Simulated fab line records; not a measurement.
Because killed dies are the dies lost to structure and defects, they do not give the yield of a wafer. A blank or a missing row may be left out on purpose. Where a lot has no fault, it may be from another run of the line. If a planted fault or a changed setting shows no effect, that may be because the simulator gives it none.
Split-lot trial / flow gf180mcu / 23 wafers read across 5 lots, on a route 602 steps long

THE SPLIT ITSELF
At GF_V1_CVD_02 (deposits SiO2 from TEOS, target thk 850 nm, time 94.851 s), the setting time_s was moved away from the recipe's 94.851 s on 5 of the 23 wafers read, by -14.7% to -11.9%. All remaining wafers had this setting at the recipe value.

The file shows no step between the split and the reading.

THE READING
V1_CVD_02_THK, in nm, at GF_V1_THK_MEAS_03. Typical for fault-free wafers on this fab line: 851 nm, with standard deviation 11 nm.

wafer=L077.1; tool, chamber at the split=pecvd-02, 2; time_s as run, s=80.95; against the recipe=-14.7%; V1_CVD_02_THK, nm=722; against lot-mates on the recipe=-134
wafer=L077.2; tool, chamber at the split=pecvd-02, 0; time_s as run, s=94.851; against the recipe=recipe; V1_CVD_02_THK, nm=844; against lot-mates on the recipe=-
wafer=L077.4; tool, chamber at the split=pecvd-02, 0; time_s as run, s=80.95; against the recipe=-14.7%; V1_CVD_02_THK, nm=738; against lot-mates on the recipe=-118
wafer=L077.5; tool, chamber at the split=pecvd-02, 1; time_s as run, s=94.851; against the recipe=recipe; V1_CVD_02_THK, nm=868; against lot-mates on the recipe=-
wafer=L077.6; tool, chamber at the split=pecvd-02, 2; time_s as run, s=80.95; against the recipe=-14.7%; V1_CVD_02_THK, nm=733; against lot-mates on the recipe=-123
wafer=L079.1; tool, chamber at the split=pecvd-02, 0; time_s as run, s=94.851; against the recipe=recipe; V1_CVD_02_THK, nm=843; against lot-mates on the recipe=-
wafer=L079.2; tool, chamber at the split=pecvd-02, 1; time_s as run, s=94.851; against the recipe=recipe; V1_CVD_02_THK, nm=855; against lot-mates on the recipe=-
wafer=L079.3; tool, chamber at the split=pecvd-02, 2; time_s as run, s=94.851; against the recipe=recipe; V1_CVD_02_THK, nm=840; against lot-mates on the recipe=-
wafer=L079.4; tool, chamber at the split=pecvd-02, 0; time_s as run, s=83.55; against the recipe=-11.9%; V1_CVD_02_THK, nm=758; against lot-mates on the recipe=-88
wafer=L079.5; tool, chamber at the split=pecvd-02, 2; time_s as run, s=83.55; against the recipe=-11.9%; V1_CVD_02_THK, nm=757; against lot-mates on the recipe=-89
wafer=L080.2; tool, chamber at the split=pecvd-04, 0; time_s as run, s=94.851; against the recipe=recipe; V1_CVD_02_THK, nm=838; against lot-mates on the recipe=-
wafer=L080.3; tool, chamber at the split=pecvd-04, 2; time_s as run, s=94.851; against the recipe=recipe; V1_CVD_02_THK, nm=858; against lot-mates on the recipe=-
wafer=L080.4; tool, chamber at the split=pecvd-04, 0; time_s as run, s=94.851; against the recipe=recipe; V1_CVD_02_THK, nm=859; against lot-mates on the recipe=-
wafer=L080.5; tool, chamber at the split=pecvd-04, 2; time_s as run, s=94.851; against the recipe=recipe; V1_CVD_02_THK, nm=876; against lot-mates on the recipe=-
wafer=L080.6; tool, chamber at the split=pecvd-04, 1; time_s as run, s=94.851; against the recipe=recipe; V1_CVD_02_THK, nm=863; against lot-mates on the recipe=-
wafer=L081.1; tool, chamber at the split=pecvd-02, 2; time_s as run, s=94.851; against the recipe=recipe; V1_CVD_02_THK, nm=849; against lot-mates on the recipe=-
wafer=L081.2; tool, chamber at the split=pecvd-02, 1; time_s as run, s=94.851; against the recipe=recipe; V1_CVD_02_THK, nm=843; against lot-mates on the recipe=-
wafer=L081.3; tool, chamber at the split=pecvd-02, 0; time_s as run, s=94.851; against the recipe=recipe; V1_CVD_02_THK, nm=846; against lot-mates on the recipe=-
wafer=L081.4; tool, chamber at the split=pecvd-02, 2; time_s as run, s=94.851; against the recipe=recipe; V1_CVD_02_THK, nm=846; against lot-mates on the recipe=-
wafer=L081.5; tool, chamber at the split=pecvd-02, 1; time_s as run, s=94.851; against the recipe=recipe; V1_CVD_02_THK, nm=858; against lot-mates on the recipe=-
wafer=L082.2; tool, chamber at the split=pecvd-04, 0; time_s as run, s=94.851; against the recipe=recipe; V1_CVD_02_THK, nm=835; against lot-mates on the recipe=-
wafer=L082.5; tool, chamber at the split=pecvd-04, 0; time_s as run, s=94.851; against the recipe=recipe; V1_CVD_02_THK, nm=857; against lot-mates on the recipe=-
wafer=L082.6; tool, chamber at the split=pecvd-04, 2; time_s as run, s=94.851; against the recipe=recipe; V1_CVD_02_THK, nm=867; against lot-mates on the recipe=-

FIT RESULTS
A straight line over all 23 wafers: V1_CVD_02_THK changes by +8.2 nm for each +1% of time_s; r = +0.98; the points scatter about the line by 11 nm.
The same after taking each lot's own level away (the mean of its wafers on the recipe; 23 wafers): +8.21 nm for each +1%; r = +0.98; scatter 10 nm.
The reading moves by 1.2e+02 nm for the largest change in time_s, on that fit.
Measured against the standard deviation above, the lots' own levels, which go from 846.0 to 858.8 nm, span 1.2 times it.
Consequently the slope shifts little with the lot-to-lot level, the two slopes agreeing.
Check: with one of the wafers moved furthest among these (-14.7%) left out of the fit, the line predicts -116 nm for it against its lot-mates. Against them it came out at -134 nm.

ADDITIONAL SPLITS CARRIED BY THESE WAFERS
Before the reading, these wafers also passed through other splits. Each is held against what the fit with the lots' levels taken away leaves over:
other split on the same wafers=GF_CONTACT_CVD_24 temp_c; wafers away from the commonest value=8; r with V1_CVD_02_THK (lot level and that fit taken away)=+0.17
other split on the same wafers=GF_M1_SPUTTER_04 time_s; wafers away from the commonest value=6; r with V1_CVD_02_THK (lot level and that fit taken away)=+0.19
other split on the same wafers=GF_M1_EXPOSE_11 dose_mj; wafers away from the commonest value=10; r with V1_CVD_02_THK (lot level and that fit taken away)=-0.12

THE WHOLE CHAIN: every reading that the file lists as answering this split, in the file's order
step=GF_V1_CVD_02; what it does=deposits SiO2 from TEOS, target thk 850 nm, time 94.851 s; reading=SiO2_of_V1_CVD_02.thk_nm (the simulator's own value, which no gauge read); change (the file's fit)=+8.08 nm for each +1% of the setting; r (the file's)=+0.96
step=GF_V1_THK_MEAS_03; what it does=; reading=V1_CVD_02_THK; change (the file's fit)=+8.1 for each +1% of the setting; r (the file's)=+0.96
step=GF_V1_CMP_04; what it does=polishes SiO2; reading=time_to_endpoint_s; change (the file's fit)=withheld for each +1% of the setting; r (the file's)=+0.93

THE FILE'S OWN FIT
V1_CVD_02_THK changes by +8.1 nm for each +1% of time_s, r = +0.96.
